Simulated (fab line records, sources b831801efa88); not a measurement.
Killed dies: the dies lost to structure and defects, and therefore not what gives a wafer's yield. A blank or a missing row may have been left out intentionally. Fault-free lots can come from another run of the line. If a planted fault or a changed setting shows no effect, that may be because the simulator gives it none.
Comparing a struck lot with a sound one	flow sfq-line	42 steps out of a route of 325
Sound: these wafers, L811.2, L811.3, L811.6. The struck wafers were L817.1, L817.4. Last of all comes the cause.
At each step with rows: each side's tool, then ch and its chambers, then its first start. Under that, the readings that differ: sound wafers	struck wafers	difference of the means	sigmas: that difference in standard deviations of wafers without a fault.
alike: a reading whose means differ by less than 2 such deviations, as well as words and numbers matching on both sides. not compared: withheld readings; readings where some wafer has no value; bounds like >300 that might hide an equal value; numbers whose values overlap and for which the record gives no deviation.
The two part at a step that has a row with sigmas, a row that says differs or no value, or rows on one side only. When numbers do not overlap yet have no deviation, they are printed without sigmas and do not part them. Lack of a reading on every wafer of one side parts them only where that side has two or more wafers.

first, 3 steps without rows for these wafers: SFQ_TRILAYER_I4_VIA_LITHO_EXPOSE_104 (exposes mask I4, target cd 700 nm); SFQ_TRILAYER_I4_VIA_LITHO_PEB_106 (peb time 60 s); SFQ_TRILAYER_I4_VIA_LITHO_DEVELOP_105 (time 60 s).
SFQ_I4_OVL_MEAS_928:
  struck on overlay-01, day 52 03:52; sound on overlay-01, day 50 19:29
  alike: I4_OVL
SFQ_TRILAYER_I4_VIA_BARC_OPEN_VIA_ETCH_146: etches BARC in O2, target depth 125 nm, time 41.7 s.
  sound on rie-diel-02 ch 1,2, day 50 19:31; struck on rie-diel-01 ch 0,1, day 52 03:55
  alike: drypump-motor-current-A, oes-product-au
  not compared: rf-hours-counter-h
then, 1 step without rows for these wafers: SFQ_TRILAYER_I4_VIA_ETCH_VIA_ETCH_106 (etches SiO2 in CHF3, stops on Nb, target depth 260 nm).
SFQ_TRILAYER_I4_VIA_STRIP_STRIP_107: strips in O2.
  sound on rie-metal-01 ch 0,1, day 50 19:40; struck on rie-metal-03 ch 0, day 52 04:04
  alike: drypump-motor-current-A, oes-product-au
  not compared: rf-hours-counter-h
then, 5 steps without rows for these wafers: SFQ_TRILAYER_I4_VIA_STRIP_SOLV_CLEAN_108 (cleans in NMP, time 600 s); SFQ_TRILAYER_JJ_TRILAYER_DEP_PRE_CLEAN_113 (time 22.5 s); SFQ_TRILAYER_JJ_TRILAYER_DEP_SPUTTER_109 (material Nb, target thk 150 nm, time 100 s); SFQ_TRILAYER_JJ_TRILAYER_DEP_SPUTTER_110 (material Al, target thk 8 nm, time 10 s); SFQ_TRILAYER_JJ_TRILAYER_DEP_AL_OXIDATION_111 (oxidation time 600 s).
SFQ_TRILAYER_JJ_TRILAYER_DEP_SPUTTER_112: material Nb, target thk 170 nm, time 113.3 s.
  struck on pvd-sputter-04, day 52 05:58; sound on pvd-sputter-05, day 50 21:34
reading	sound	struck	difference	sigmas
model.Nb_of_TRILAYER_JJ_TRILAYER_DEP_SPUTTER_112.thk-nm (nm)	171.8 171.8 172.2	186.9 189.4	+16.2	
  alike: cathode-dc-power-W, throttle-valve-pct
SFQ_JJ_RS_MEAS_929: uses a four-point probe to measure.
  struck on film-metro-03, day 52 06:02; sound on film-metro-01, day 50 21:40
reading	sound	struck	difference	sigmas
JJ_NB_RS (ohm/sq)	1.035 1.038 1.033	0.954 0.940	-0.088	-7
then, 6 steps without rows for these wafers: SFQ_TRILAYER_JJ_CE_LITHO_COAT_119 (resist thk 62 nm); SFQ_TRILAYER_JJ_CE_LITHO_COAT_114 (resist thk 600 nm); SFQ_TRILAYER_JJ_CE_LITHO_SOFTBAKE_118; SFQ_TRILAYER_JJ_CE_LITHO_EXPOSE_115 (exposes mask J5, target cd 700 nm); SFQ_TRILAYER_JJ_CE_LITHO_PEB_117 (peb time 60 s); SFQ_TRILAYER_JJ_CE_LITHO_DEVELOP_116 (time 60 s).
-- the record jumps here: 4 days lie between the struck wafers' starts before and after --
SFQ_JJ_OVL_MEAS_931:
  struck on overlay-01, day 56 07:14; sound on overlay-01, day 56 00:02
reading	sound	struck	difference	sigmas
J5_OVL (nm)	7 -3 -5	12 13	+13	+2
SFQ_TRILAYER_JJ_CE_METRO_MEASURE_117:
  struck on cd-sem-02, day 56 07:16; sound on cd-sem-02, day 56 00:16
  alike: cd-nm
then, 3 steps without rows for these wafers: SFQ_TRILAYER_JJ_CE_BARC_OPEN_RIE_150 (chemistry O2, target BARC, target depth 240 nm, time 80 s); SFQ_TRILAYER_JJ_CE_ETCH_RIE_118 (chemistry SF6, target Nb, stops on Al2O3, time 97.7 s, target depth 170 nm); SFQ_TRILAYER_JJ_ANODIZE_ANODIZE_119.
SFQ_TRILAYER_JJ_CE_STRIP_STRIP_120: strips in O2.
  sound on rie-metal-02 ch 0,1, day 56 01:58; struck on rie-metal-02 ch 0, day 56 09:10
  alike: drypump-motor-current-A, oes-product-au
  not compared: rf-hours-counter-h
then, 7 steps without rows for these wafers: SFQ_TRILAYER_JJ_CE_STRIP_SOLV_CLEAN_121 (cleans in NMP, time 600 s); SFQ_TRILAYER_M5_LITHO_COAT_128 (resist thk 62 nm); SFQ_TRILAYER_M5_LITHO_COAT_123 (resist thk 600 nm); SFQ_TRILAYER_M5_LITHO_SOFTBAKE_127; SFQ_TRILAYER_M5_LITHO_EXPOSE_124 (exposes mask M5, target cd 700 nm); SFQ_TRILAYER_M5_LITHO_PEB_126 (peb time 60 s); SFQ_TRILAYER_M5_LITHO_DEVELOP_125 (time 60 s).
-- the record jumps here: 5 days lie between the struck wafers' starts before and after --
SFQ_M5_OVL_MEAS_932:
  struck on overlay-02, day 61 11:08; sound on overlay-02, day 60 16:28
reading	sound	struck	difference	sigmas
M5_OVL (nm)	-1 -4 -9	13 6	+14	+3
then, 4 steps without rows for these wafers: SFQ_TRILAYER_M5_BARC_OPEN_METAL_ETCH_161 (etches BARC in O2, target depth 125 nm, time 41.7 s); SFQ_TRILAYER_M5_ETCH_METAL_ETCH_126 (etches Nb in Cl2/BCl3, stops on SiO2, time 203.2 s, target depth 265 nm); SFQ_TRILAYER_M5_STRIP_STRIP_127 (strips in O2); SFQ_TRILAYER_M5_STRIP_SOLV_CLEAN_128 (cleans in NMP, time 600 s).
SFQ_TRILAYER_A5B_DEP_PECVD_129: deposits SiO2 from SiH4/N2O, time 133.33 s, target thk 600 nm.
  sound on pecvd-01 ch 0,2, day 60 17:31; struck on pecvd-01 ch 1, day 61 12:11
reading	sound	struck	difference	sigmas
heater-power-outer-w (W)	36 21 24	45 48	+20	+2
heater-power-w (W)	88 75 79	115 116	+35	+2
  alike: throttle-valve-pct
then, 2 steps without rows for these wafers: SFQ_TRILAYER_A5B_CMP_CMP_130 (polishes, stops on Nb, target thk 340.7 nm); SFQ_TRILAYER_A5B_METRO_MEASURE_131.
-- the record jumps here: 5 days lie between the struck wafers' starts before and after --
SFQ_TRILAYER_R5_ETCH_METAL_ETCH_139: etches the open film in Cl2, stops on SiO2, target depth 60 nm, time 40 s.
  sound on rie-metal-02 ch 0,1, day 61 01:04; struck on rie-metal-04 ch 0,1, day 66 20:37
reading	sound	struck	difference	sigmas
model.Nb_of_TRILAYER_JJ_TRILAYER_DEP_SPUTTER_112.thk-nm (nm)	161.8 161.6 162.2	176.9 179.3	+16.2	
  alike: drypump-motor-current-A, oes-product-au
  not compared: rf-hours-counter-h

## WHERE THEY PART
Earliest at SFQ_JJ_RS_MEAS_929; latest, in this record, at SFQ_TRILAYER_A5B_DEP_PECVD_129. Later steps at which nothing parts them and some readings are alike: SFQ_TRILAYER_R5_ETCH_METAL_ETCH_139.

WHY: whatever the simulator had introduced
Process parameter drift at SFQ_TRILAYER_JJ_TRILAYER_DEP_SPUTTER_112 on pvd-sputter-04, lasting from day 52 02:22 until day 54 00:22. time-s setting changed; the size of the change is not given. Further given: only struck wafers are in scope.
